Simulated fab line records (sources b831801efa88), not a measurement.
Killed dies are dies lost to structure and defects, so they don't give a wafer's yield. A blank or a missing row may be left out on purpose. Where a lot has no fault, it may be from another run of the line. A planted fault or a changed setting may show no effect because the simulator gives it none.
Which of the tools did it?	flow sky130	11 lots, 32 wafers sampled, at 5 steps of a route of 708

WHAT THE GAUGES SHOWED, per wafer
SKY_NWELL_OVL_MEAS_10. Usual: NWELL_00_OVL gives 0.2 nm (standard deviation 1.4).
lot	measured	on	NWELL_00_OVL (nm)	flag
L195	day 4 13:46	overlay-02	1.5 -1.0 -1.1	
L196	day 4 19:28	overlay-01	1.2 2.6 2.1	
L198	day 5 07:16	overlay-01	0.4 0.2 -3.0	
L199	day 5 12:19	overlay-02	0.9 2.1 1.5	
L200	day 6 01:27	overlay-02	0.6 -0.3 -0.1	
L201	day 6 01:48	overlay-01	-2.6 0.3 -1.5	
L207	day 7 11:22	overlay-02	0.8 -	
L214	day 9 04:16	overlay-02	-1.5 0.1 -1.0	
L215	day 9 13:11	overlay-02	1.0 -0.5 0.3	
L216	day 9 18:17	overlay-02	-3.7 -1.5 -1.1	
L218	day 10 07:52	overlay-01	-0.7 -0.3 0.6	

SKY_NWELL_TW_MEAS_15. Usual: NWELL_TW gives 1830 (standard deviation 12).
lot	measured	on	NWELL_TW	flag
L195	day 4 14:22	film_metro-01	1845 1865 1851	
L196	day 4 20:04	film_metro-03	1805 1812 1790	
L198	day 5 07:52	film_metro-01	1830 1827 1842	
L199	day 5 12:55	film_metro-02	1817 1829 1827	
L200	day 6 02:02	film_metro-01	1837 1838 1821	
L201	day 6 02:23	film_metro-02	1817 1820 1815	
L207	day 7 11:58	film_metro-02	1822 30 1825 30	OFF
L214	day 9 04:52	film_metro-03	1827 1821 1828	
L215	day 9 13:46	film_metro-01	1833 1831 1832	
L216	day 9 18:53	film_metro-01	1832 1835 1841	
L218	day 10 08:27	film_metro-01	1827 1827 1837	

WHICH TOOL RAN EACH LOT (tool, then ch and the chambers of the sampled wafers, then the start)
lot	SKY_PWDE_STRIP_09	SKY_NWELL_DEVELOP_09	SKY_NWELL_STRIP_14
L195	plasma_asher-03 ch 0,1, day 3 21:41	litho_track-04 ch 0, day 4 13:00	plasma_asher-02 ch 0,1, day 4 14:16
L196	plasma_asher-03 ch 0,1, day 4 02:58	litho_track-02 ch 0, day 4 19:00	plasma_asher-02 ch 0,1, day 4 19:58
L198	plasma_asher-01 ch 0,1, day 4 13:49	litho_track-02 ch 0, day 5 07:00	plasma_asher-04 ch 0,1, day 5 07:46
L199	plasma_asher-03 ch 0,1, day 4 19:10	litho_track-02 ch 0, day 5 12:00	plasma_asher-04 ch 0, day 5 12:48
L200	plasma_asher-03 ch 0,1, day 5 06:37	litho_track-04 ch 0, day 6 01:00	plasma_asher-02 ch 0,1, day 6 01:56
L201	plasma_asher-01 ch 0, day 5 06:47	litho_track-04 ch 0, day 6 01:00	plasma_asher-01 ch 1, day 6 02:17
L207	plasma_asher-01 ch 0,1, day 6 17:23	litho_track-04 ch 0, day 7 11:00	plasma_asher-02 ch 0, day 7 11:52
L214	plasma_asher-03 ch 0,1, day 8 09:25	litho_track-02 ch 0, day 9 04:00	plasma_asher-02 ch 0,1, day 9 04:45
L215	plasma_asher-03 ch 0,1, day 8 17:00	litho_track-03 ch 0, day 9 13:00	plasma_asher-02 ch 0,1, day 9 13:40
L216	plasma_asher-03 ch 0,1, day 8 21:17	litho_track-02 ch 0, day 9 18:00	plasma_asher-04 ch 0,1, day 9 18:47
L218	plasma_asher-01 ch 0,1, day 9 09:35	litho_track-02 ch 0, day 10 07:00	plasma_asher-02 ch 0,1, day 10 08:21
- SKY_PWDE_STRIP_09: strips in O2/N2.
- SKY_NWELL_DEVELOP_09: develop time 60 s.
- SKY_NWELL_STRIP_14: strips in O2/N2.

AS READ BY THE TOOLS THEMSELVES (means over the sampled wafers that have a number; for cases with no such wafer, the mark the record gives instead)
SKY_PWDE_STRIP_09. Usual: drypump_motor_current_A 6.1 A, standard deviation 0.55; oes_product_au 0.723 a.u., standard deviation 0.0049; strip_time_to_endpoint_s 36.93 s, standard deviation 0.11.
lot	tool	drypump_motor_current_A (A)	oes_product_au (a.u.)	strip_time_to_endpoint_s (s)	flag
L195	plasma_asher-03	6.4	0.724	36.81	
L196	plasma_asher-03	6.2	0.722	36.90	
L198	plasma_asher-01	6.4	0.718	37.03	
L199	plasma_asher-03	6.2	0.721	36.67	
L200	plasma_asher-03	6.4	0.718	36.92	
L201	plasma_asher-01	6.6	0.726	37.03	
L207	plasma_asher-01	6.3	0.722	36.82	
L214	plasma_asher-03	6.4	0.718	37.03	
L215	plasma_asher-03	6.4	0.723	37.14	
L216	plasma_asher-03	6.4	0.721	36.80	
L218	plasma_asher-01	6.2	0.723	36.91	

SKY_NWELL_DEVELOP_09. Usual: 44.8 Pa for exhaust_pa, sd 0.9.
lot	tool	exhaust_pa (Pa)	flag
L195	litho_track-04	44.7	
L196	litho_track-02	45.6	
L198	litho_track-02	44.8	
L199	litho_track-02	45.0	
L200	litho_track-04	45.0	
L201	litho_track-04	44.9	
L207	litho_track-04	44.7	
L214	litho_track-02	44.2	
L215	litho_track-03	45.3	
L216	litho_track-02	46.2	
L218	litho_track-02	44.3	

SKY_NWELL_STRIP_14. Usual: drypump_motor_current_A 5.6 A, standard deviation 0.48; oes_product_au 0.723 a.u., standard deviation 0.0045; strip_time_to_endpoint_s 36.92 s, standard deviation 0.11.
lot	tool	drypump_motor_current_A (A)	oes_product_au (a.u.)	strip_time_to_endpoint_s (s)	flag
L195	plasma_asher-02	5.5	0.722	36.86	
L196	plasma_asher-02	5.5	0.723	36.96	
L198	plasma_asher-04	5.2	0.723	37.00	
L199	plasma_asher-04	5.0	0.722	36.88	
L200	plasma_asher-02	5.5	0.720	37.06	
L201	plasma_asher-01	6.0	0.720	36.76	
L207	plasma_asher-02	5.6	0.722	36.82	
L214	plasma_asher-02	5.5	0.722	36.98	
L215	plasma_asher-02	5.5	0.721	36.99	
L216	plasma_asher-04	5.1	0.721	36.80	
L218	plasma_asher-02	5.5	0.727	37.06	

THE ANSWER, worked out from the rows above alone
Rule: take the mean of a lot's wafers that have a number; if it is more than 3 standard deviations from the usual mean, the lot is off. Also off: a lot with no number at a reading for which 4 or more lots have one. The other lots that the step has rows for count as sound. After the gauges, taken in route order, come the tools' own readings; for these a lot's mean is taken, as printed above. At the first step where some lot is off, the reading lying furthest off is the one used; lots without a number count as furthest.
Off: at SKY_NWELL_TW_MEAS_15 (NWELL_TW), L207.
A tool fits if, at a process step before that reading, it ran every lot that is off, and no sound lot after the first of them. Gauges at SKY_NWELL_TW_MEAS_15: tried the same way as those tools. This does not decide it: 2 tools fit, namely litho_track-04 at SKY_NWELL_DEVELOP_09 and film_metro-02 at SKY_NWELL_TW_MEAS_15.

WHAT THE SIMULATOR PUT IN
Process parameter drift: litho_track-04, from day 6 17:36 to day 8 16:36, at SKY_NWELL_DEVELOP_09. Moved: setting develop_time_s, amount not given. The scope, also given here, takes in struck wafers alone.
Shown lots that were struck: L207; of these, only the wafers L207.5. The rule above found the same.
